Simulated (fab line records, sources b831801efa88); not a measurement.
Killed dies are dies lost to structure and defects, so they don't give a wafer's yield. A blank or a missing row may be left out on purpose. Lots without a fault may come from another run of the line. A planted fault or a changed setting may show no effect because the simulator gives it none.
A struck lot beside a sound one | flow sky130 | 19 steps out of a route of 708
Sound: wafers L817.2, L817.4, L817.6. Struck: wafer L838.2. (L838.1, L838.4 of the same lot were not struck and are left out.) The cause comes at the end.
At each step with rows: each side's tool, then ch and its chambers, then its first start. Under that, the readings that differ: sound wafers | struck wafers | difference of the means | sigmas: that difference in standard deviations of wafers without a fault.
alike: readings whose means differ by less than 2 such deviations, and words and numbers that are the same on both sides. not compared: withheld readings, readings that some wafer has no value for, bounds like >300 that may hide the same value, and numbers for which the record gives no deviation and whose values overlap.
The two part at a step that has a row with sigmas, a row that says differs or no value, or rows on one side only. Numbers that don't overlap but have no deviation are shown without sigmas and don't part them. A reading that every wafer of one side lacks parts them only if that side has two wafers or more.

first, 2 steps without rows for these wafers: SKY_PASSIVATION_PEB_09; SKY_PASSIVATION_DEVELOP_10 (develop time 60 s).
SKY_PASSIVATION_ETCH_11: etches the open film in CF4/O2, stops on AlCu, target depth 725 nm, time 161.1 s.
  sound on rie_diel-01 ch 2,3, day 44 23:09; struck on rie_diel-01 ch 3, day 50 06:22
  alike: drypump_motor_current_A, oes_product_au, throttle_valve_pct
  not compared: rf_hours_counter_h
SKY_PASSIVATION_STRIP_12: strips in O2/N2.
  sound on plasma_asher-02 ch 0,1, day 44 23:16; struck on plasma_asher-02 ch 0, day 50 06:28
  alike: drypump_motor_current_A, o2_flow_sccm, oes_product_au, strip_time_to_endpoint_s
  not compared: rf_hours_counter_h
then, 7 steps without rows for these wafers: SKY_PAD_OPEN_DEHYDRATE_00 (time 60 s); SKY_PAD_OPEN_HMDS_01 (prime time 60 s); SKY_PAD_OPEN_COAT_02 (resist thk 3000 nm); SKY_PAD_OPEN_SOFTBAKE_03; SKY_PAD_OPEN_EXPOSE_04 (exposes mask PDM, target cd 60000 nm); SKY_PAD_OPEN_PEB_05; SKY_PAD_OPEN_DEVELOP_06 (develop time 60 s).
SKY_PAD_OPEN_ETCH_07: etches the open film in CF4/O2, stops on AlCu, target depth 725 nm, time 161.1 s.
  sound on rie_diel-02 ch 1,2,3, day 45 20:05; struck on rie_diel-02 ch 1, day 50 21:50
  alike: drypump_motor_current_A, oes_product_au, throttle_valve_pct
  not compared: rf_hours_counter_h
SKY_PAD_OPEN_STRIP_08: strips in O2/N2.
  sound on plasma_asher-01 ch 0,1, day 45 20:11; struck on plasma_asher-01 ch 0, day 50 21:56
  alike: drypump_motor_current_A, o2_flow_sccm, oes_product_au
  not compared: rf_hours_counter_h
then, 4 steps without rows for these wafers: SKY_PAD_OPEN_STRIP_09 (strips in post etch residue remover, time 1200 s); SKY_PAD_OPEN_CLEAN_10 (cleans in IPA, time 180 s); SKY_PAD_OPEN_CLEAN_11 (cleans in O3/DIW); SKY_PAD_OPEN_ANNEAL_12.
SKY_PAD_OPEN_BOW_MEAS_13:
  sound on film_metro-01, day 45 22:18; struck on film_metro-02, day 51 00:04
  alike: PAD_OPEN_BOW
SKY_PAD_OPEN_PROBE_99:
  sound on prober-01, day 45 22:27; struck on prober-01, day 51 00:14
  reading                               | sound              | struck | difference | sigmas
  defect_limited_yield (%)              | 82.1 81.1 82.1     | 73.4   | -8.4       | -5
  killed_at_M0_to_M3                    | 40 50 43           | 29     | -15        | -2
  killed_at_other                       | 1 1 0              | 63     | +62        | +99 or more
  killed_dies                           | 88 93 88           | 131    | +41        | +5
  killed_open                           | 47 48 50           | 33     | -15        | -2
  sort_bin_3_pad_short (%)              | 1.2 0.6 0.4        | 5.9    | +5.2       | +14
  sort_bin_5_function (%)               | 9.8 12.0 10.4      | 14.6   | +3.9       | +3
  sort_n_pass                           | 404 399 404        | 361    | -41        | -5
  sort_yield_pct (%)                    | 82.1 81.1 82.1     | 73.4   | -8.4       | -5
  model.etest.tester.sort_n_pass        | 404 399 404        | 361    | -41        |
  model.etest.tester.sort_yield_pct (%) | 82.11 81.1 82.11   | 73.37  | -8.40      |
  model.etest.tester.sort_bin_5_pct (%) | 9.756 11.99 10.37  | 14.63  | +3.92      |
  model.etest.tester.sort_bin_3_pct (%) | 1.22 0.6098 0.4065 | 5.894  | +5.149     |
  alike: killed_at_M4_up, killed_at_contacts, killed_at_front_end, killed_on_rim, killed_short, sort_bin_6_memory

WHERE THEY PART
Only at SKY_PAD_OPEN_PROBE_99, within this record.

WHY: what the simulator had put in
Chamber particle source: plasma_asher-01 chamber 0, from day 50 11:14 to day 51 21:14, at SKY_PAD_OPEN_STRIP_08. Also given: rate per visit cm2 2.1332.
